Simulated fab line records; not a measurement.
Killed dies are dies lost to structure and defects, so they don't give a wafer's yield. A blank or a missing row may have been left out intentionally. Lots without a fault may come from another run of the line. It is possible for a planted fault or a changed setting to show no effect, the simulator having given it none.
A lot that was struck, set against a sound lot || flow sky130 || 43 steps out of a route of 708
Sound: the wafers L122.2, L122.4, L122.6. Struck: wafer L135.1 (L135.2, L135.5, from the same lot, were not struck and are left out); the cause is given at the end.
At each step with rows: each side's tool, then ch and its chambers, then its first start. Under that, the readings that differ: sound wafers || struck wafers || difference of the means || sigmas: that difference in standard deviations of wafers without a fault.
alike: same words and numbers on both sides, and readings whose means sit less than 2 such deviations apart. not compared: any withheld reading, any reading some wafer has no value for, any bound like >300 that may hide the same value, and any number with overlapping values for which the record gives no deviation.
A row with sigmas, a row that says differs or no value, or rows on one side alone: a step with any of these is where the two part. Numbers that have no deviation but don't overlap get no sigmas and don't part them. Lack of a reading on every wafer of one side parts them only where that side has two or more wafers.

first, 8 steps without rows for these wafers: SKY_VIA2_DEHYDRATE_04 (time 60 s); SKY_VIA2_HMDS_05 (prime time 60 s); SKY_VIA2_COAT_06 (resist thk 60 nm); SKY_VIA2_COAT_07 (resist thk 450 nm); SKY_VIA2_SOFTBAKE_08 (time 90 s); SKY_VIA2_EXPOSE_09 (exposes mask VIM2, target cd 200 nm); SKY_VIA2_PEB_10; SKY_VIA2_DEVELOP_11 (develop time 60 s).
SKY_VIA2_CD_MEAS_12: target cd 200 nm.
  struck on cd_sem-02, day 42 05:53; sound on cd_sem-02, day 38 17:55
  alike: cd_nm
SKY_VIA2_OVL_MEAS_13:
  struck on overlay-02, day 42 06:01; sound on overlay-01, day 38 18:01
  alike: VIA2_OVL
then, 2 steps without rows for these wafers: SKY_VIA2_ETCH_14 (etches BARC in N2/H2, stops on SiO2, time 45.9 s, target depth 60 nm); SKY_VIA2_ETCH_15 (etches SiO2 in C4F8/O2/Ar, stops on TiN, target depth 546 nm, time 84 s).
SKY_VIA2_STRIP_16: strips in O2/N2.
  sound on plasma_asher-03 ch 0,1, day 38 18:09; struck on plasma_asher-03 ch 1, day 42 06:09
  alike: drypump_motor_current_A, oes_product_au, strip_time_to_endpoint_s
  not compared: rf_hours_counter_h
then, 5 steps without rows for these wafers: SKY_VIA2_STRIP_17 (strips in post etch residue remover, time 1200 s); SKY_VIA2_CLEAN_18 (cleans in IPA, time 180 s); SKY_VIA2_CLEAN_19 (cleans in O3/DIW); SKY_VIA2_SPUTTER_20 (material TiN, target thk 20 nm, time 80 s); SKY_VIA2_CVD_21 (deposits W, target thk 420 nm, time 126.4 s).
SKY_VIA2_RS_MEAS_22: uses a four-point probe to measure.
  struck on film_metro-03, day 42 06:56; sound on film_metro-04, day 38 18:58
  alike: VIA2_W_RS
SKY_VIA2_THK_MEAS_23: measures by xrf.
  struck on film_metro-03, day 42 07:04; sound on film_metro-04, day 38 19:04
  alike: VIA2_W_THK
SKY_VIA2_CMP_24: polishes, stops on SiO2, t overpolish 20 s, target thk 0 nm.
  sound on cmp-01 ch 1,2,3, day 38 19:13; struck on cmp-02 ch 2, day 42 07:07
{"reading": "overpolish_run_s (s)", "sound": "19.994 20.001 20.018", "struck": 19.979, "difference": -0.025, "sigmas": -3}
  alike: motor_current_A, platen_rpm, time_to_endpoint_s
then, 1 step without rows for these wafers: SKY_METAL3_SPUTTER_00 (material Ti, target thk 15 nm, time 10 s).
SKY_METAL3_SPUTTER_01: material TiN, target thk 20 nm, time 16.7 s.
  struck on pvd_sputter-02, day 42 07:26; sound on pvd_sputter-04, day 38 19:27
{"reading": "throttle_valve_pct (%)", "sound": "29.3 30.0 30.2", "struck": 31.6, "difference": "+1.8", "sigmas": "+2"}
then, 1 step without rows for these wafers: SKY_METAL3_SPUTTER_02 (material AlCu, target thk 735 nm, time 39.1 s).
SKY_METAL3_SPUTTER_03: material Ti, target thk 5 nm, time 3.3 s.
  struck on pvd_sputter-02, day 42 07:30; sound on pvd_sputter-04, day 38 19:31
{"reading": "throttle_valve_pct (%)", "sound": "29.2 30.1 29.9", "struck": 31.7, "difference": "+2.0", "sigmas": "+2"}
SKY_METAL3_SPUTTER_04: material TiN, target thk 70 nm, time 58.3 s.
  struck on pvd_sputter-02, day 42 07:31; sound on pvd_sputter-04, day 38 19:32
{"reading": "throttle_valve_pct (%)", "sound": "29.7 30.0 29.7", "struck": 31.5, "difference": "+1.7", "sigmas": "+2"}
SKY_CAPM_CVD_00: deposits SiO2, target thk 15.5 nm.
  sound on pecvd-01 ch 0,1,2, day 38 19:35; struck on pecvd-01 ch 2, day 42 07:34
  alike: heater_power_w, susceptor_temp_C
SKY_CAPM_THK_MEAS_01:
  struck on film_metro-04, day 42 07:35; sound on film_metro-02, day 38 19:37
  alike: CAPM_CVD_00_THK
then, 1 step without rows for these wafers: SKY_CAPM_SPUTTER_02 (material TiN, target thk 200 nm, time 174.7 s).
SKY_CAPM_RS_MEAS_03: uses a four-point probe to measure.
  struck on film_metro-03, day 42 07:46; sound on film_metro-04, day 38 19:47
  alike: CAPM_TIN_RS
SKY_CAPM_THK_MEAS_04: measures by xrf.
  struck on film_metro-03, day 42 07:53; sound on film_metro-04, day 38 19:54
  alike: CAPM_TIN_THK
then, 7 steps without rows for these wafers: SKY_CAPM_DEHYDRATE_05 (time 60 s); SKY_CAPM_HMDS_06 (prime time 60 s); SKY_CAPM_COAT_07 (resist thk 1140 nm); SKY_CAPM_SOFTBAKE_08 (time 60 s); SKY_CAPM_EXPOSE_09 (exposes mask CAPM, target cd 1000 nm); SKY_CAPM_PEB_10; SKY_CAPM_DEVELOP_11 (develop time 60 s).
SKY_CAPM_OVL_MEAS_12:
  struck on overlay-02, day 43 06:11; sound on overlay-01, day 39 20:03
  alike: CAPM_OVL
then, 3 steps without rows for these wafers: SKY_CAPM_METAL_ETCH_13 (etches TiN in Cl2/BCl3, stops on SiO2, target depth 220 nm, time 62.9 s); SKY_CAPM_STRIP_14 (strips in O2/N2); SKY_CAPM_STRIP_15 (strips in post etch residue remover, time 1200 s).
-- the record jumps here: 7 days lie between the struck wafers' starts before and after (it left off in module CAPM and takes up again in module PAD_OPEN, whose first step shown is number 708 of the route) --
SKY_PAD_OPEN_PROBE_99:
  record: rows for the struck wafers here (prober-01, day 50 08:06), none for the sound ones

## WHERE THEY PART
At SKY_VIA2_CMP_24 first; at SKY_PAD_OPEN_PROBE_99 last (within this record only).

WHY: what the simulator had put in
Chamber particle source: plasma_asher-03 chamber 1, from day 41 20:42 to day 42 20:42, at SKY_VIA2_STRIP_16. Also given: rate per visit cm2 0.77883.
